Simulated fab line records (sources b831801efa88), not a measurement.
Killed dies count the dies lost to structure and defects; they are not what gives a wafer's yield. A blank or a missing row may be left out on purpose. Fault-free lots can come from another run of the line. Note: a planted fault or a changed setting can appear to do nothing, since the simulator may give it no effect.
Problem report in the 8D (eight disciplines) form, filled by code -- flow gf180mcu -- the parts of the form that need people (team, actions taken, sign-off) are left out

## 1. THE ISSUE
run length s at GF_POLY_GATE_ETCH_13 reads a mean of 95.7 s on 3 wafers of 2 lots; wafers without a fault read 97.9 s with a standard deviation of 0.39. Measured from the usual mean, that is -5.7 standard deviations.
The step: etches poly-Si in HBr/Cl2, stops on SiO2, target depth 198.5 nm, time 69.6 s.
First seen on wafer L986.4, day 13 01:53, on rie si-01. At this step, 34 wafers from 12 lots have a number in the record. The rule behind "out" and "out of limits": a value lying over 4 standard deviations away from the usual mean. All remaining wafers that have a number are taken as sound.

## 2. WHAT IT IS AND WHAT IT IS NOT
question,is,is not
which readings at this step,run length s,throttle valve pct
which lots,"L986, L991","L974, L975, L976, L977, L978, L980, L981, L982, L995, L996"
which wafers of those lots,"L986.4, L991.3, L991.4",L986.2
read on which tools,rie si-01,rie si-02
when,from day 13 01:53,"up to then (25 sound wafers); but 6 sound wafers of L995, L996 came after"

## 3. THE SUSPECTS, EACH WITH WHAT RULES IT OUT
Counting: any tool at a process step up to the reading remains a suspect provided it ran every lot that is out. Sound lots after the first of them don't rule it out here, since some wafers of a struck lot are sound.
- rie si-01 at GF_POLY_GATE_ETCH_13 (etches poly-Si in HBr/Cl2, stops on SiO2, target depth 198.5 nm, time 69.6 s): kept. It ran every lot that is out, first L986 (day 13 01:53); its last sound lot up to then is L982 (day 11 18:35). Its own readings are out on those wafers: run length s.
- Within rie si-01 at GF_POLY_GATE_ETCH_13: the wafers that are out ran in chambers 1, 2, 3; their sound lot-mates ran in chamber 0.
Remaining after the count: rie si-01 at GF_POLY_GATE_ETCH_13.

## 4. THE CAUSE (what the simulator had put in)
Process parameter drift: rie si-01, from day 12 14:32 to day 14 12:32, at GF_POLY_GATE_ETCH_13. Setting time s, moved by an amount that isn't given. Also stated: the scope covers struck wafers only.
The count eliminated every tool but this one.

## 5. SEQUENCE OF EFFECTS, ordered by route
Each row: a reading whose mean over the struck wafers that have a number lies more than 3 standard deviations from the usual. Only readings whose record carries a usual standard deviation are examined. hours: median over the lots of the time between each lot's start at the first step of this table that gives one and its start at this step. sigmas: the change, counted in usual standard deviations.
hours,step,reading,usual,on struck wafers,change,sigmas
0,GF_POLY_GATE_ETCH_13,run length s,97.9 s,95.7,-2.2,-5.7
It contains these process steps:
- GF_POLY_GATE_ETCH_13: etches poly-Si in HBr/Cl2, stops on SiO2, target depth 198.5 nm, time 69.6 s.
Readings that are blank on the struck wafers while sound wafers have them: rf fwd power W at GF_POLY_GATE_ETCH_13.
At these later measuring or inspecting steps, every struck wafer for which the step has a row has a number for every such reading, and none has moved that far: GF_HV_LDD_THK_MEAS_55, GF_PSD_RS_MEAS_14, GF_PSD_RS_MEAS_15.

## 6. WHAT WOULD HAVE CAUGHT IT SOONER
11 hours passed between the start of the fault at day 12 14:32 and the first reading out of limits in this record, taken at day 13 01:53.
